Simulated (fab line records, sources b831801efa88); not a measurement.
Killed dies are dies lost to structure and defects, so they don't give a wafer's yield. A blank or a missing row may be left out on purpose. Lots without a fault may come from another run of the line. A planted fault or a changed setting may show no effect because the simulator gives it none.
fab line records | flow gf180mcu | part 1 of 2: steps 1 to 22 of 32
record lots=5 wafers=15 last_day=34
route steps=602 shown VT_IMPLANT@107 MVSD@136 NWELL@137 LVPWELL@138
lots that met no fault: from a run of the same line without faults
start_h: hours from the record's first day to the start of the lot's first wafer shown | wait_h: hours since the lot's step before | " the same as in the row above | L1.1+2: a row that stands for several wafers | - no value, or no start given | * or withheld: withheld | < > ~ a bound
route shown NAME@n: a module of which the file shows steps, and the number in the route of the first | usual: mean/standard deviation of fault-free wafers | same: alike in all rows | chamber/n: place in a boat | sites: the reading at each site | _std_site: their standard deviation | _edge_site: outer sites' mean less inner sites' | radius_mm: how far each site lies from the wafer's centre | mask NAME#n: copy n | behind: the tool/chamber that last shaped the wafer | hold: why the lot was held/for how many hours/how that ended | device: the transistor (n, p or np) that didn't switch | end of line: the same wafers' tests at the end of the route | a step without rows: its recipe alone | killed: dies lost to structure and defects at the first sort, not the wafer's yield | map: a wafer's dies, x killed, . not, _ none there
set.NAME: the setting as run; set.NAME@STEP: as run at that earlier step | model.NAME: the simulator's own value behind a step, which no gauge read
lots at some steps of the route; a table a step, a row a wafer
services: from which hour (start_h, from the record's first day; less than 0 if before it) a tool's chamber was out of use, for how many hours, and why
## steps
# step GF_VT_IMPLANT_DEVELOP_17
# recipe develop_time_s=60 dev_temp_c=23
# usual exhaust_pa=45.1/0.91 resist_line_temp_C=23.01/0.12
# columns lot.wafer tool chamber start_h wait_h exhaust_pa resist_line_temp_C
L075.1 litho_track-01 0 131.74 0.1 45.1 23.30
L075.5 " 0 " " 45.8 23.11
L075.6 " 0 " " 45.6 23.17
L080.1 litho_track-04 0 163.32 0.1 44.9 22.98
L080.2 " 0 " " 45.7 22.93
L080.6 " 0 " " 43.4 22.88
L086.2 litho_track-04 0 204.19 0.1 45.5 23.13
L086.3 " 0 " " 45.7 23.14
L086.4 " 0 " " 45.0 23.03
L087.2 litho_track-04 0 210.74 0.1 46.2 22.86
L087.3 " 0 " " 45.8 23.05
L087.4 " 0 " " 45.4 23.01
L096.2 litho_track-01 0 264.41 0.1 45.7 23.02
L096.3 " 0 " " 45.1 23.00
L096.6 " 0 " " 44.5 23.04
# step GF_VT_IMPLANT_OVL_MEAS_18
# usual VT_IMPLANT_01_OVL=0.4/1.3
# columns lot.wafer tool chamber start_h wait_h VT_IMPLANT_01_OVL[nm]
L075.1 overlay-02 - 131.89 0.1 1.4
L075.5 " - " " 0.1
L075.6 " - " " 0.7
L080.1 overlay-01 - 163.47 0.1 0.6
L080.2 " - " " 0.5
L080.6 " - " " 0.9
L086.2 overlay-01 - 204.32 0.1 3.7
L086.3 " - " " 1.9
L086.4 " - " " 1.6
L087.2 overlay-01 - 210.87 0.1 2.4
L087.3 " - " " 1.9
L087.4 " - " " 1.6
L096.2 overlay-02 - 264.54 0.1 1.9
L096.3 " - " " 2.0
L096.6 " - " " 0.6
# step GF_VT_IMPLANT_IMPLANT_19
# recipe species=As energy_kev=100 dose_cm2=4.35e+12 tilt_deg=7
# usual beam_energy_keV=100.00/0.033 end_station_pressure_torr=5.03e-06/2.5e-07
# columns lot.wafer tool chamber start_h wait_h beam_energy_keV end_station_pressure_torr
L075.1 implanter-04 0 131.92 0.0 100.00 4.95e-06
L075.5 " 0 " " 100.03 5.07e-06
L075.6 " 0 " " 100.00 5.1e-06
L080.1 implanter-02 0 163.50 0.0 100.00 5.49e-06
L080.2 " 0 " " 99.98 5.4e-06
L080.6 " 0 " " 99.99 5.23e-06
L086.2 implanter-02 0 204.38 0.0 100.05 5.19e-06
L086.3 " 0 " " 100.07 5.19e-06
L086.4 " 0 " " 100.04 4.37e-06
L087.2 implanter-02 0 210.93 0.0 99.94 4.88e-06
L087.3 " 0 " " 100.00 5.25e-06
L087.4 " 0 " " 100.01 5.42e-06
L096.2 implanter-04 0 264.59 0.0 100.04 4.75e-06
L096.3 " 0 " " 100.01 5.18e-06
L096.6 " 0 " " 99.98 4.96e-06
# step GF_VT_IMPLANT_STRIP_20
# recipe chemistry=O2/N2 power_w=1400 pressure_mtorr=1500 platen_temp_c=250 o2_flow_sccm=3000 n2_flow_sccm=300 overash_fraction=0.5
# usual drypump_motor_current_A=5.6/0.52 heater_power_w=351/29 oes_product_au=0.716/0.0045 strip_time_to_endpoint_s=12.63/0.037
# same overash_fraction=0.5
# columns lot.wafer tool chamber start_h wait_h drypump_motor_current_A heater_power_w oes_product_au rf_hours_counter_h strip_time_to_endpoint_s
L075.1 plasma_asher-03 1 132.07 0.1 4.7 299 0.717 35 12.57
L075.5 " 0 " " 6.0 332 0.716 - 12.59
L075.6 " 1 " " 4.7 307 0.710 - 12.61
L080.1 plasma_asher-02 0 163.65 0.1 6.1 400 0.712 5 12.59
L080.2 " 1 " " 5.1 337 0.717 5 12.58
L080.6 " 0 " " 6.1 385 0.715 - 12.63
L086.2 plasma_asher-01 0 204.50 0.1 6.0 368 0.717 55 12.60
L086.3 " 0 " " 6.1 376 0.717 - 12.63
L086.4 " 1 " " 5.7 353 0.720 - 12.59
L087.2 plasma_asher-02 1 211.05 0.1 5.1 344 0.707 9 12.60
L087.3 " 0 " " 6.0 401 0.712 - 12.63
L087.4 " 1 " " 5.2 343 0.715 - 12.64
L096.2 plasma_asher-03 1 264.72 0.1 4.7 310 0.722 49 12.64
L096.3 " 1 " " 4.7 296 0.714 - 12.69
L096.6 " 0 " " 6.0 344 0.725 - 12.68
# step GF_VT_IMPLANT_TW_MEAS_21
# usual VT_IMPLANT_2_TW=1207/12
# columns lot.wafer tool chamber start_h wait_h VT_IMPLANT_2_TW
L075.1 film_metro-04 - 132.17 0.1 1193
L075.5 " - " " 1194
L075.6 " - " " 1188
L080.1 film_metro-04 - 163.75 0.1 1192
L080.2 " - " " 1188
L080.6 " - " " 1193
L086.2 film_metro-01 - 204.61 0.1 1214
L086.3 " - " " 1213
L086.4 " - " " 1220
L087.2 film_metro-01 - 211.16 0.1 1214
L087.3 " - " " 1221
L087.4 " - " " 1215
L096.2 film_metro-04 - 264.83 0.1 1192
L096.3 " - " " 1194
L096.6 " - " " 1181
# step GF_VT_IMPLANT_DEHYDRATE_22
# recipe temp_c=200 time_s=60
# usual exhaust_pa=45.0/0.96 resist_line_temp_C=23.02/0.1
# columns lot.wafer tool chamber start_h wait_h exhaust_pa resist_line_temp_C
L075.1 litho_track-04 0 138.87 6.7 45.9 23.06
L075.5 " 0 " " 45.7 23.01
L075.6 " 0 " " 45.1 22.88
L080.1 litho_track-01 0 170.94 7.2 46.1 23.16
L080.2 " 0 " " 44.4 23.11
L080.6 " 0 " " 44.6 23.00
L086.2 litho_track-04 0 212.54 7.9 44.9 22.94
L086.3 " 0 " " 45.0 23.01
L086.4 " 0 " " 43.7 23.12
L087.2 litho_track-04 0 219.59 8.4 44.4 23.21
L087.3 " 0 " " 45.4 23.21
L087.4 " 0 " " 45.0 22.96
L096.2 litho_track-04 0 274.19 9.4 44.5 22.95
L096.3 " 0 " " 45.6 23.01
L096.6 " 0 " " 45.3 23.00
# step GF_VT_IMPLANT_HMDS_23
# recipe prime_time_s=60 prime_temp_c=120
# usual exhaust_pa=45.1/0.88 resist_line_temp_C=23.02/0.1
# columns lot.wafer tool chamber start_h wait_h exhaust_pa resist_line_temp_C
L075.1 litho_track-04 0 139.02 0.1 45.6 22.91
L075.5 " 0 " " 46.1 23.07
L075.6 " 0 " " 45.5 22.94
L080.1 litho_track-01 0 171.09 0.1 44.2 22.95
L080.2 " 0 " " 45.2 23.00
L080.6 " 0 " " 44.4 23.13
L086.2 litho_track-04 0 212.69 0.1 44.8 23.04
L086.3 " 0 " " 45.0 23.10
L086.4 " 0 " " 44.2 23.31
L087.2 litho_track-04 0 219.74 0.1 46.8 22.85
L087.3 " 0 " " 44.7 22.96
L087.4 " 0 " " 45.4 22.83
L096.2 litho_track-04 0 274.34 0.1 44.4 22.95
L096.3 " 0 " " 44.6 23.04
L096.6 " 0 " " 44.4 23.04
# step GF_VT_IMPLANT_COAT_24
# recipe resist=NOVOLAK spin_rpm=3000 resist_thk_nm=1000
# usual exhaust_pa=44.9/0.91 resist_line_temp_C=23.02/0.099
# columns lot.wafer tool chamber start_h wait_h exhaust_pa resist_line_temp_C
L075.1 litho_track-04 0 139.17 0.1 44.7 23.19
L075.5 " 0 " " 44.0 23.10
L075.6 " 0 " " 45.3 23.18
L080.1 litho_track-01 0 171.24 0.1 44.1 22.94
L080.2 " 0 " " 45.2 22.94
L080.6 " 0 " " 43.9 22.81
L086.2 litho_track-04 0 212.84 0.1 44.9 22.87
L086.3 " 0 " " 45.0 22.88
L086.4 " 0 " " 44.8 22.84
L087.2 litho_track-04 0 219.89 0.1 43.5 22.90
L087.3 " 0 " " 44.9 23.02
L087.4 " 0 " " 45.3 23.01
L096.2 litho_track-04 0 274.49 0.1 45.2 23.07
L096.3 " 0 " " 46.2 23.05
L096.6 " 0 " " 46.3 23.04
# step GF_VT_IMPLANT_SOFTBAKE_25
# recipe temp_c=90 time_s=60 resist=NOVOLAK
# usual exhaust_pa=44.9/0.89 resist_line_temp_C=22.99/0.1
# columns lot.wafer tool chamber start_h wait_h exhaust_pa resist_line_temp_C
L075.1 litho_track-04 0 139.32 0.1 45.7 23.08
L075.5 " 0 " " 44.7 23.08
L075.6 " 0 " " 46.1 23.17
L080.1 litho_track-01 0 171.39 0.1 45.3 22.96
L080.2 " 0 " " 45.1 23.00
L080.6 " 0 " " 44.7 23.09
L086.2 litho_track-04 0 212.99 0.1 44.6 22.90
L086.3 " 0 " " 44.9 23.04
L086.4 " 0 " " 45.9 22.86
L087.2 litho_track-04 0 220.04 0.1 45.7 22.96
L087.3 " 0 " " 44.1 22.99
L087.4 " 0 " " 44.9 23.06
L096.2 litho_track-04 0 274.64 0.1 42.9 23.04
L096.3 " 0 " " 43.1 22.89
L096.6 " 0 " " 45.4 23.02
# step GF_VT_IMPLANT_EXPOSE_26
# recipe mask_id=LVPWELL_HV_AREA target_cd_nm=860 na=0.6 source_shape=conventional sigma_outer=0.6 dose_mj=140
# columns lot.wafer tool chamber start_h wait_h mask
L075.1+5+6 iline_stepper-01 0 - - LVPWELL_HV_AREA#0
L080.1+2+6 iline_stepper-02 0 - - LVPWELL_HV_AREA#0
L086.2+3+4 iline_stepper-01 0 - - LVPWELL_HV_AREA#0
L087.2+3+4 iline_stepper-02 0 - - LVPWELL_HV_AREA#0
L096.2+3+6 iline_stepper-01 0 - - LVPWELL_HV_AREA#0
# step GF_VT_IMPLANT_PEB_27
# recipe temp_c=withheld time_s=* resist=NOVOLAK
# usual exhaust_pa=45.1/0.85 resist_line_temp_C=*
# columns lot.wafer tool chamber start_h wait_h exhaust_pa resist_line_temp_C
L075.1 litho_track-04 0 - - 44.5 *
L075.5 " 0 " " 46.1 *
L075.6 " 0 " " 44.6 *
L080.1 litho_track-01 0 - - 44.1 *
L080.2 " 0 " " 45.4 *
L080.6 " 0 " " 45.0 *
L086.2 litho_track-01 0 - - 43.9 *
L086.3 " 0 " " 44.4 *
L086.4 " 0 " " 44.7 *
L087.2 litho_track-04 0 - - 46.0 *
L087.3 " 0 " " 45.4 *
L087.4 " 0 " " 44.5 *
L096.2 litho_track-01 0 - - 45.7 *
L096.3 " 0 " " 45.8 *
L096.6 " 0 " " 44.2 *
# step GF_VT_IMPLANT_DEVELOP_28
# recipe develop_time_s=60 dev_temp_c=23
# usual exhaust_pa=45.2/0.86 resist_line_temp_C=22.97/0.12
# columns lot.wafer tool chamber start_h wait_h exhaust_pa resist_line_temp_C
L075.1 litho_track-04 0 147.37 0.1 44.4 22.96
L075.5 " 0 " " 44.7 23.05
L075.6 " 0 " " 44.3 22.89
L080.1 litho_track-01 0 179.79 0.1 44.2 23.01
L080.2 " 0 " " 44.2 23.09
L080.6 " 0 " " 45.2 23.09
L086.2 litho_track-01 0 221.71 0.1 44.0 22.92
L086.3 " 0 " " 45.5 22.88
L086.4 " 0 " " 45.7 22.91
L087.2 litho_track-04 0 228.29 0.1 44.8 23.22
L087.3 " 0 " " 45.3 23.13
L087.4 " 0 " " 45.3 23.05
L096.2 litho_track-01 0 284.01 0.1 44.8 22.76
L096.3 " 0 " " 43.4 22.88
L096.6 " 0 " " 44.7 22.92
# step GF_VT_IMPLANT_OVL_MEAS_29
# usual VT_IMPLANT_02_OVL=-1.3/1.3
# columns lot.wafer tool chamber start_h wait_h VT_IMPLANT_02_OVL[nm]
L075.1 overlay-01 - 147.52 0.1 -2.5
L075.5 " - " " -1.9
L075.6 " - " " -2.9
L080.1 overlay-02 - 179.94 0.1 -2.6
L080.2 " - " " -1.3
L080.6 " - " " -1.9
L086.2 overlay-01 - 221.84 0.1 -2.5
L086.3 " - " " -1.7
L086.4 " - " " -2.8
L087.2 overlay-01 - 228.42 0.1 0.0
L087.3 " - " " -1.1
L087.4 " - " " -0.4
L096.2 overlay-01 - 284.14 0.1 -3.4
L096.3 " - " " -2.8
L096.6 " - " " -2.9
# step GF_VT_IMPLANT_IMPLANT_30
# recipe species=B energy_kev=25 dose_cm2=2.534e+12 tilt_deg=7
# usual beam_energy_keV=25.000/0.0077 end_station_pressure_torr=5.02e-06/2.5e-07
# columns lot.wafer tool chamber start_h wait_h beam_energy_keV end_station_pressure_torr
L075.1 implanter-03 0 147.55 0.0 25.000 5.49e-06
L075.5 " 0 " " 25.000 5.38e-06
L075.6 " 0 " " 24.994 4.73e-06
L080.1 implanter-02 0 179.97 0.0 25.001 5.23e-06
L080.2 " 0 " " 25.005 4.72e-06
L080.6 " 0 " " 24.999 5.17e-06
L086.2 implanter-03 0 221.90 0.0 24.998 5e-06
L086.3 " 0 " " 25.002 5.14e-06
L086.4 " 0 " " 25.009 4.99e-06
L087.2 implanter-03 0 228.48 0.0 25.001 4.76e-06
L087.3 " 0 " " 24.998 5.05e-06
L087.4 " 0 " " 25.007 5.29e-06
L096.2 implanter-04 0 284.19 0.0 25.012 4.98e-06
L096.3 " 0 " " 25.000 5.41e-06
L096.6 " 0 " " 24.998 5.21e-06
# step GF_VT_IMPLANT_STRIP_31
# recipe chemistry=O2/N2 power_w=1400 pressure_mtorr=1500 platen_temp_c=250 o2_flow_sccm=3000 n2_flow_sccm=300 overash_fraction=0.5
# usual drypump_motor_current_A=5.6/0.52 heater_power_w=349/28 oes_product_au=0.716/0.0045 strip_time_to_endpoint_s=12.64/0.04
# same overash_fraction=0.5
# columns lot.wafer tool chamber start_h wait_h drypump_motor_current_A heater_power_w oes_product_au rf_hours_counter_h strip_time_to_endpoint_s
L075.1 plasma_asher-01 1 147.70 0.1 5.8 362 0.715 49 12.61
L075.5 " 1 " " 5.7 357 0.719 - 12.60
L075.6 " 0 " " 6.1 369 0.714 - 12.59
L080.1 plasma_asher-02 0 180.12 0.1 6.1 394 0.720 6 12.55
L080.2 " 1 " " 5.1 338 0.722 6 12.58
L080.6 " 0 " " 6.1 391 0.713 - 12.61
L086.2 plasma_asher-03 1 222.02 0.1 4.7 309 0.709 44 12.64
L086.3 " 0 " " 6.0 341 0.716 - 12.63
L086.4 " 1 " " 4.7 300 0.709 - 12.68
L087.2 plasma_asher-01 1 228.60 0.1 5.7 354 0.717 57 12.68
L087.3 " 0 " " 6.1 370 0.707 - 12.72
L087.4 " 1 " " 5.7 359 0.721 - 12.70
L096.2 plasma_asher-03 1 284.32 0.1 4.7 307 0.720 51 12.68
L096.3 " 1 " " 4.7 302 0.711 - 12.69
L096.6 " 0 " " 6.0 337 0.711 - 12.71
# step GF_VT_IMPLANT_TW_MEAS_32
# usual VT_IMPLANT_3_TW=266.6/2.5
# columns lot.wafer tool chamber start_h wait_h VT_IMPLANT_3_TW
L075.1 film_metro-04 - 147.80 0.1 264.6
L075.5 " - " " 263.4
L075.6 " - " " 264.5
L080.1 film_metro-04 - 180.22 0.1 263.5
L080.2 " - " " 262.9
L080.6 " - " " 264.7
L086.2 film_metro-03 - 222.13 0.1 270.5
L086.3 " - " " 267.9
L086.4 " - " " 271.3
L087.2 film_metro-03 - 228.71 0.1 268.2
L087.3 " - " " 268.5
L087.4 " - " " 267.1
L096.2 film_metro-03 - 284.43 0.1 268.8
L096.3 " - " " 270.7
L096.6 " - " " 269.3
# step GF_VT_IMPLANT_DEHYDRATE_33
# recipe temp_c=200 time_s=60
# usual exhaust_pa=45.0/0.94 resist_line_temp_C=23.01/0.1
# columns lot.wafer tool chamber start_h wait_h exhaust_pa resist_line_temp_C
L075.1 litho_track-01 0 155.39 7.6 43.9 23.02
L075.5 " 0 " " 45.3 23.11
L075.6 " 0 " " 45.2 23.17
L080.1 litho_track-03 0 187.85 7.6 45.3 23.13
L080.2 " 0 " " 44.0 23.10
L080.6 " 0 " " 43.8 23.09
L086.2 litho_track-01 0 230.61 8.5 45.7 23.00
L086.3 " 0 " " 46.8 22.94
L086.4 " 0 " " 46.4 22.95
L087.2 litho_track-03 0 237.02 8.3 46.0 22.90
L087.3 " 0 " " 45.0 22.99
L087.4 " 0 " " 46.5 22.82
L096.2 litho_track-04 0 294.39 9.9 46.2 22.92
L096.3 " 0 " " 45.8 23.17
L096.6 " 0 " " 43.7 23.01
# step GF_VT_IMPLANT_HMDS_34
# recipe prime_time_s=60 prime_temp_c=120
# usual exhaust_pa=45.2/0.91 resist_line_temp_C=23.03/0.1
# columns lot.wafer tool chamber start_h wait_h exhaust_pa resist_line_temp_C
L075.1 litho_track-01 0 155.54 0.1 46.5 23.08
L075.5 " 0 " " 45.1 23.13
L075.6 " 0 " " 47.4 23.12
L080.1 litho_track-03 0 188.00 0.1 43.6 22.73
L080.2 " 0 " " 43.7 22.95
L080.6 " 0 " " 44.7 23.14
L086.2 litho_track-01 0 230.76 0.1 46.2 22.93
L086.3 " 0 " " 45.7 23.03
L086.4 " 0 " " 45.5 22.97
L087.2 litho_track-03 0 237.17 0.1 44.4 22.91
L087.3 " 0 " " 44.7 22.96
L087.4 " 0 " " 45.3 22.96
L096.2 litho_track-04 0 294.54 0.1 46.4 23.16
L096.3 " 0 " " 44.9 23.21
L096.6 " 0 " " 45.0 23.21
# step GF_VT_IMPLANT_COAT_35
# recipe resist=NOVOLAK spin_rpm=3000 resist_thk_nm=1000
# usual exhaust_pa=45.1/1.1 resist_line_temp_C=22.99/0.097
# columns lot.wafer tool chamber start_h wait_h exhaust_pa resist_line_temp_C
L075.1 litho_track-01 0 155.69 0.1 45.5 23.00
L075.5 " 0 " " 45.5 23.03
L075.6 " 0 " " 44.2 23.10
L080.1 litho_track-03 0 188.15 0.1 46.4 23.09
L080.2 " 0 " " 45.8 23.04
L080.6 " 0 " " 45.5 22.98
L086.2 litho_track-01 0 230.91 0.1 46.3 22.95
L086.3 " 0 " " 47.7 23.03
L086.4 " 0 " " 46.7 23.08
L087.2 litho_track-03 0 237.32 0.1 43.7 23.05
L087.3 " 0 " " 43.5 22.99
L087.4 " 0 " " 45.4 22.87
L096.2 litho_track-04 0 294.69 0.1 45.6 22.95
L096.3 " 0 " " 44.2 23.05
L096.6 " 0 " " 45.1 22.83
# step GF_VT_IMPLANT_SOFTBAKE_36
# recipe temp_c=90 time_s=60 resist=NOVOLAK
# usual exhaust_pa=44.9/0.86 resist_line_temp_C=22.98/0.1
# columns lot.wafer tool chamber start_h wait_h exhaust_pa resist_line_temp_C
L075.1 litho_track-01 0 155.84 0.1 45.2 23.19
L075.5 " 0 " " 43.9 23.05
L075.6 " 0 " " 44.6 23.12
L080.1 litho_track-03 0 188.30 0.1 46.4 22.97
L080.2 " 0 " " 45.6 22.99
L080.6 " 0 " " 46.9 23.10
L086.2 litho_track-01 0 231.06 0.1 45.7 23.00
L086.3 " 0 " " 46.4 22.92
L086.4 " 0 " " 44.6 23.09
L087.2 litho_track-03 0 237.47 0.1 44.7 22.98
L087.3 " 0 " " 45.1 22.83
L087.4 " 0 " " 44.5 22.85
L096.2 litho_track-04 0 294.84 0.1 43.9 22.80
L096.3 " 0 " " 44.7 22.84
L096.6 " 0 " " 43.2 22.74
# step GF_VT_IMPLANT_EXPOSE_37
# recipe mask_id=Nwell_HV_AREA target_cd_nm=860 na=0.6 source_shape=conventional sigma_outer=0.6 dose_mj=140
# columns lot.wafer tool chamber start_h wait_h mask
L075.1+5+6 iline_stepper-02 0 - - Nwell_HV_AREA#0
L080.1+2+6 iline_stepper-02 0 - - Nwell_HV_AREA#0
L086.2+3+4 iline_stepper-02 0 - - Nwell_HV_AREA#0
L087.2+3+4 iline_stepper-02 0 - - Nwell_HV_AREA#0
L096.2+3+6 iline_stepper-01 0 - - Nwell_HV_AREA#0
# step GF_VT_IMPLANT_PEB_38
# recipe temp_c=withheld time_s=* resist=NOVOLAK
# usual exhaust_pa=45.2/1 resist_line_temp_C=*
# columns lot.wafer tool chamber start_h wait_h exhaust_pa resist_line_temp_C
L075.1 litho_track-04 0 - - 45.3 *
L075.5 " 0 " " 45.8 *
L075.6 " 0 " " 44.6 *
L080.1 litho_track-04 0 - - 44.2 *
L080.2 " 0 " " 44.8 *
L080.6 " 0 " " 45.8 *
L086.2 litho_track-04 0 - - 46.6 *
L086.3 " 0 " " 46.3 *
L086.4 " 0 " " 45.3 *
L087.2 litho_track-03 0 - - 46.5 *
L087.3 " 0 " " 45.3 *
L087.4 " 0 " " 45.9 *
L096.2 litho_track-03 0 - - 46.4 *
L096.3 " 0 " " 47.0 *
L096.6 " 0 " " 45.2 *
